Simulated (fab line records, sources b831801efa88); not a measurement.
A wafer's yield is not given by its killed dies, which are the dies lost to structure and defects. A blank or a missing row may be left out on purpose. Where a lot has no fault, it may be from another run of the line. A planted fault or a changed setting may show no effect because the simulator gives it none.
Struck lot and sound lot, side by side / flow sky130 / 17 out of 708 route steps
Sound: the wafers L863.2, L863.3, L863.5. Struck: wafer L874.2 (left out: L874.1, L874.4 of the same lot, which were not struck); the cause appears at the end.
Order at every step that has rows: each side's tool, ch and its chambers, its first start. Under that, the readings that differ: sound wafers / struck wafers / difference of the means / sigmas: that difference in standard deviations of wafers without a fault.
alike: a reading whose means differ by less than 2 such deviations, as well as words and numbers matching on both sides. not compared: withheld readings; readings where some wafer has no value; bounds like >300 that might hide an equal value; numbers whose values overlap and for which the record gives no deviation.
A row with sigmas, a row that says differs or no value, or rows on one side alone: a step with any of these is where the two part. Numbers that have no deviation but don't overlap get no sigmas and don't part them. Lack of a reading on every wafer of one side parts them only where that side has two or more wafers.

first, 4 steps without rows for these wafers: SKY_FIELD_ISO_WET_ETCH_29 (etches Si3N4 in H3PO4, target depth 160 nm, time 1825 s); SKY_FIELD_ISO_WET_ETCH_30 (etches SiO2 in dHF, target depth 25 nm, time 50 s); SKY_NWELL_CLEAN_00 (cleans in SC1/SC2, time 150 s); SKY_NWELL_OXIDATION_01 (stabilise 600 s, purge 300 s, target thk 10 nm).
SKY_NWELL_THK_MEAS_02:
  sound: film metro-03 at day 3 10:46; struck: film metro-03 at day 6 02:20
  alike: NWELL_OXIDATION_THK
then, 7 steps without rows for these wafers: SKY_DNWELL_DEHYDRATE_00 (time 60 s); SKY_DNWELL_HMDS_01 (prime time 60 s); SKY_DNWELL_COAT_02 (resist thk 3000 nm); SKY_DNWELL_SOFTBAKE_03; SKY_DNWELL_EXPOSE_04 (exposes mask DNM, target cd 3000 nm); SKY_DNWELL_PEB_05; SKY_DNWELL_DEVELOP_06 (develop time 60 s).
SKY_DNWELL_IMPLANT_07:
  sound on implanter-03 ch 0, day 4 01:46; struck on implanter-03 ch 0, day 6 20:59
SKY_DNWELL_STRIP_08: strips in O2/N2.
  sound on plasma asher-03 ch 0,1, day 4 01:53; struck on plasma asher-01 ch 1, day 6 21:08
  alike: chamber pressure mTorr, drypump motor current A, oes product au, strip time to endpoint s
  not compared: rf hours counter h
SKY_DNWELL_TW_MEAS_09:
  sound: film metro-03 at day 4 02:00; struck: film metro-03 at day 6 21:14
reading=DNWELL_TW; sound=1122 1123 1120; struck=1183; difference=+61; sigmas=+6
then, 2 steps without rows for these wafers: SKY_PWDE_DEHYDRATE_00 (time 60 s); SKY_PAD_OPEN_PROBE_99.

WHERE THEY PART
Only at SKY_DNWELL_TW_MEAS_09, as far as this record shows.

WHY: whatever the simulator had introduced
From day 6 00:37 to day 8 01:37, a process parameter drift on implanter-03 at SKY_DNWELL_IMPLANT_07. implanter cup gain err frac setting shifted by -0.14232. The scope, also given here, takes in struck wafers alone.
